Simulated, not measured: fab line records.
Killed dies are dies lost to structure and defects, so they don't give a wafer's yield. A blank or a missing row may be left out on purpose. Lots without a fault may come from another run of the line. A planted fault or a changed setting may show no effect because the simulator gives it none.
A struck lot beside a sound one	flow sfq line	14 steps out of a route of 325
Sound: the wafers L970.2, L970.5, L970.6. Struck: wafer L978.1 (left out: L978.5, L978.6 of the same lot, which were not struck); the cause appears at the end.
Per side, at each step with rows, come the tool, then ch with its chambers, and then its first start. Under that, the readings that differ: sound wafers	struck wafers	difference of the means	sigmas: that difference in standard deviations of wafers without a fault.
alike: words and numbers the same on both sides, and readings whose means are apart by under 2 such deviations; not compared: readings that were withheld, readings missing a value for some wafer, numbers with overlapping values and no deviation given by the record, and bounds like >300 which may hide the same value.
The two part at a step that has a row with sigmas, a row that says differs or no value, or rows on one side only. Numbers that don't overlap but have no deviation are shown without sigmas and don't part them. Lack of a reading on every wafer of one side parts them only where that side has two or more wafers.

first, 6 steps without rows for these wafers: SFQ_TRILAYER_M0_LITHO_COAT_026 (resist thk 62 nm); SFQ_TRILAYER_M0_LITHO_COAT_021 (resist thk 600 nm); SFQ_TRILAYER_M0_LITHO_SOFTBAKE_025; SFQ_TRILAYER_M0_LITHO_EXPOSE_022 (exposes mask M0, target cd 500 nm); SFQ_TRILAYER_M0_LITHO_PEB_024 (peb time 60 s); SFQ_TRILAYER_M0_LITHO_DEVELOP_023 (time 60 s).
SFQ_M0_OVL_MEAS_906:
  sound: overlay-02 at day 11 18:17; struck: overlay-01 at day 14 19:59
  alike: M0_OVL
SFQ_TRILAYER_M0_BARC_OPEN_METAL_ETCH_031: etches BARC in O2, target depth 125 nm, time 41.7 s.
  sound on rie metal-04 ch 0,1, day 11 18:19; struck on rie metal-04 ch 1, day 14 20:01
  alike: drypump motor current A, oes product au
  not compared: rf hours counter h
SFQ_TRILAYER_M0_ETCH_METAL_ETCH_024: etches Nb in Cl2/Ar, stops on SiO2, target depth 240 nm, time 120 s.
  sound on rie metal-04 ch 0,1, day 11 18:22; struck on rie metal-04 ch 1, day 14 20:05
  alike: drypump motor current A, oes product au
  not compared: rf hours counter h
SFQ_TRILAYER_M0_STRIP_STRIP_025: strips in O2.
  sound on rie metal-04 ch 0,1, day 11 18:29; struck on rie metal-04 ch 1, day 14 20:13
  alike: drypump motor current A, oes product au
  not compared: rf hours counter h
then, 1 step without rows for these wafers: SFQ_TRILAYER_M0_STRIP_SOLV_CLEAN_026 (cleans in NMP, time 600 s).
SFQ_TRILAYER_I0_DEP_PECVD_027: deposits SiO2 from SiH4/N2O, time 111.11 s, target thk 500 nm.
  sound on pecvd-04 ch 1,2, day 11 19:16; struck on pecvd-03 ch 2, day 14 21:10
  alike: heater power w, throttle valve pct
SFQ_TRILAYER_I0_CMP_CMP_028: polishes SiO2.
  sound on cmp-02 ch 0,2,3, day 12 08:20; struck on cmp-02 ch 0, day 14 22:44
reading	sound	struck	difference	sigmas
platen rpm (rpm)	59.94 59.99 60.05	53.95	-6.04	-99 or more
  alike: motor current A, time to endpoint s
SFQ_I0_BOW_MEAS_907:
  sound: film metro-04 at day 12 10:21; struck: film metro-03 at day 15 00:14
  alike: I0_BOW

== WHERE THEY PART ==
At SFQ_TRILAYER_I0_CMP_CMP_028 and nowhere else, as far as this record goes. Later steps at which nothing parts them and some readings are alike: SFQ_I0_BOW_MEAS_907.

WHY: the cause the simulator had injected
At SFQ_TRILAYER_I0_CMP_CMP_028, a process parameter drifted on cmp-02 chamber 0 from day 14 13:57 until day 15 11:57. Setting platen rpm shifted by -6 from 60. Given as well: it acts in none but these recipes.
